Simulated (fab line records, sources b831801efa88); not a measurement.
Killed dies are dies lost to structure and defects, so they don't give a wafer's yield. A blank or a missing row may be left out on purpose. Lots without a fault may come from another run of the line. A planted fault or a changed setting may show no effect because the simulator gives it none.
Chamber matching | flow gf180mcu | GF_V2_CMP_04 on cmp-02: 4 sister chambers
The step polishes SiO2. 4 wafers are shown with their chamber, then 10 later ones without.

WAFERS WITH THEIR CHAMBER
wafer  | chamber | motor_current_A (A)
L091.4 | 2       | 11.0
L091.5 | 3       | 12.3
L092.2 | 1       | 14.1
L092.4 | 0       | 11.1

WAFERS WITHOUT THEIR CHAMBER
wafer  | motor_current_A (A)
L092.5 | 11.1
L094.2 | 11.0
L094.3 | 15.0
L094.4 | 12.4
L093.3 | 10.5
L093.4 | 10.8
L093.6 | 14.6
L095.1 | 10.7
L095.5 | 12.6
L095.6 | 10.8

WHICH CHAMBER EACH WENT THROUGH
wafer  | from the rows above     | in truth
L092.5 | can't be placed: 0 or 2 | 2
L094.2 | can't be placed: 2 or 0 | 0
L094.3 | 1                       | 1
L094.4 | 3                       | 3
L093.3 | can't be placed: 2 or 0 | 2
L093.4 | can't be placed: 2 or 0 | 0
L093.6 | 1                       | 1
L095.1 | can't be placed: 2 or 0 | 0
L095.5 | 3                       | 3
L095.6 | can't be placed: 2 or 0 | 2
Placed correctly: 4 of 10. Can't be placed from these rows: 6 (the true chamber is among the candidates in 6). Placed wrongly: 0.
How it was worked out, from the rows above alone: a wafer's distance from a chamber is the root of the sum, over the readings, of the square of ((its reading less the chamber's mean) divided by the reading's scatter). The wafer belongs to the nearest chamber; if the next one is less than 2 further off, it can't be placed. A chamber's mean is the mean of its shown wafers. The scatter: with one shown wafer a chamber, the root of the mean of the squares of how far each hidden wafer lies from its nearest shown one.
